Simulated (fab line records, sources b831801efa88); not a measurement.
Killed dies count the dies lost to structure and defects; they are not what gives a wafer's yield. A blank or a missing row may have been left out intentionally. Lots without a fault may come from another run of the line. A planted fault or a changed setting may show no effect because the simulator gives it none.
Chamber matching ; flow sfq-line ; cmp-02 running SFQ_TRILAYER_I2_CMP_CMP_064: 4 sister chambers
The step polishes SiO2. 8 wafers are shown with their chamber, then 7 later ones without.

WAFERS, EACH WITH ITS CHAMBER
wafer;chamber;motor-current-A (A);slurry-flow-ml-min
L729.5;2;9.5;150.1
L729.6;3;10.9;150.1
L730.1;3;11.1;150.3
L730.2;2;9.5;149.5
L730.3;1;10.5;150.0
L732.1;0;9.5;150.3
L732.4;1;10.2;150.7
L733.3;0;9.7;150.2

WAFERS WITHOUT THEIR CHAMBER
wafer;motor-current-A (A);slurry-flow-ml-min
L734.4;9.9;149.2
L742.2;9.5;149.9
L742.4;10.3;149.8
L742.6;10.1;149.2
L746.1;9.8;149.9
L746.5;9.7;149.6
L746.6;9.9;150.1

EACH ONE'S CHAMBER
wafer;from the rows above;in truth
L734.4;can't be placed: 2 or 0 or 1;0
L742.2;can't be placed: 2 or 0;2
L742.4;1;1
L742.6;can't be placed: 1 or 2 or 0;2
L746.1;can't be placed: 0 or 2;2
L746.5;can't be placed: 2 or 0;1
L746.6;can't be placed: 0 or 2 or 1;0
Correct placement for 1 of the 7. Can't be placed from these rows: 6 (the true chamber is among the candidates in 5). Number placed wrongly: 0.
How it was worked out, from the rows above alone: a wafer's distance from a chamber is the root of the sum, over the readings, of the square of ((its reading less the chamber's mean) divided by the reading's scatter). If the next closest chamber is less than 2 further off than the closest, the wafer can't be placed; otherwise it belongs to the closest. Each chamber's mean is taken over the wafers shown for it. The scatter is the square root of a quotient: the sum, over the shown wafers, of each reading's squared deviation from its chamber's mean, divided by wafers minus chambers.
